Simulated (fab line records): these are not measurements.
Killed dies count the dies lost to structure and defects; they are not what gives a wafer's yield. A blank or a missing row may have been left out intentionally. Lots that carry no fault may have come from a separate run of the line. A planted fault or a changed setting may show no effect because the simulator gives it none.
What tool caused it?    flow sky130    33 wafers from 11 lots sampled at 3 of the route's 708 steps

== WHAT EACH GAUGE READ, for each wafer ==
SKY_LI_CONTACT_THK_MEAS_01.
lot   measured      on            LI_CONTACT_HDPCVD_THK (nm)
L293  day 28 18:05  filmMetro-02  938 942 944
L294  day 28 21:18  filmMetro-01  947 945 938
L297  day 29 15:46  filmMetro-02  924 926 950
L301  day 31 16:06  filmMetro-02  910 916 923
L302  day 32 08:01  filmMetro-01  943 937 944
L304  day 32 11:12  filmMetro-04  905 907 894
L307  day 32 21:22  filmMetro-01  933 931 925
L308  day 33 13:46  filmMetro-02  1420 929 932
L312  day 34 11:49  filmMetro-04  945 1435 1420
L314  day 35 00:32  filmMetro-01  927 918 944
L315  day 35 20:25  filmMetro-02  918 940 930

== TOOL THAT RAN EACH LOT (tool first, then ch and the chambers of the sampled wafers, then the start) ==
lot   SKY_LDD_HVP_STRIP_09                 SKY_LI_CONTACT_HDPCVD_00
L293  plasmaAsher-03 ch 0,1, day 22 00:14  hdpcvd-02 ch 0,1,2, day 28 17:59
L294  plasmaAsher-03 ch 0,1, day 22 12:38  hdpcvd-02 ch 0,1,2, day 28 21:12
L297  plasmaAsher-02 ch 0,1, day 23 12:02  hdpcvd-01 ch 0,2, day 29 15:39
L301  plasmaAsher-02 ch 0,1, day 25 15:02  hdpcvd-01 ch 0,2, day 31 15:58
L302  plasmaAsher-02 ch 0,1, day 26 07:53  hdpcvd-02 ch 0,2, day 32 07:53
L304  plasmaAsher-04 ch 0,1, day 26 11:00  hdpcvd-01 ch 0,1, day 32 11:06
L307  plasmaAsher-02 ch 0,1, day 26 23:21  hdpcvd-02 ch 1,2, day 32 21:12
L308  plasmaAsher-02 ch 0,1, day 27 17:00  hdpcvd-02 ch 0,1,2, day 33 13:40
L312  plasmaAsher-03 ch 0,1, day 28 18:40  hdpcvd-02 ch 1,2, day 34 11:42
L314  plasmaAsher-02 ch 0,1, day 29 06:20  hdpcvd-01 ch 0,2, day 35 00:22
L315  plasmaAsher-04 ch 0,1, day 30 01:56  hdpcvd-01 ch 0,1,2, day 35 20:18
- SKY_LDD_HVP_STRIP_09: strips in O2/N2.
- SKY_LI_CONTACT_HDPCVD_00: deposits PSG, target thk 930 nm, time 155 s.

== THE ANSWER, worked out from the rows above alone ==
Rule: the lots themselves supply what counts as usual. The widest of any qualifying gaps counts: lots, ordered by their means at a reading, are off when they make up no more than a third of the lots, leave a main group of 4 or more, and stand apart from it by 3 or more times the standard deviation of that group's means. A main group whose means are all the same, to the digits that the tables above print for the reading, isn't used. Also off: a lot with no number at a reading for which 4 or more lots have one. The other lots that the step has rows for count as sound.
Off: L308, L312, at SKY_LI_CONTACT_THK_MEAS_01 (LI_CONTACT_HDPCVD_THK). Mean 930 nm and standard deviation 13 in the main group.
If a tool, at a process step before that reading, ran all the lots that are off and no sound lot after the first of them, it fits. The gauges at SKY_LI_CONTACT_THK_MEAS_01 are tried like those tools. One candidate fits, namely hdpcvd-02 at SKY_LI_CONTACT_HDPCVD_00. Its last sound lot is L307 (day 32 21:12), its first lot that is off L308 (day 33 13:40): a fault that began between those two fits.

== WHAT THE SIMULATOR HAD INSERTED ==
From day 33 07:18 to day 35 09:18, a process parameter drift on hdpcvd-02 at SKY_LI_CONTACT_HDPCVD_00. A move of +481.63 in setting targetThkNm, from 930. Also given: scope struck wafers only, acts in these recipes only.
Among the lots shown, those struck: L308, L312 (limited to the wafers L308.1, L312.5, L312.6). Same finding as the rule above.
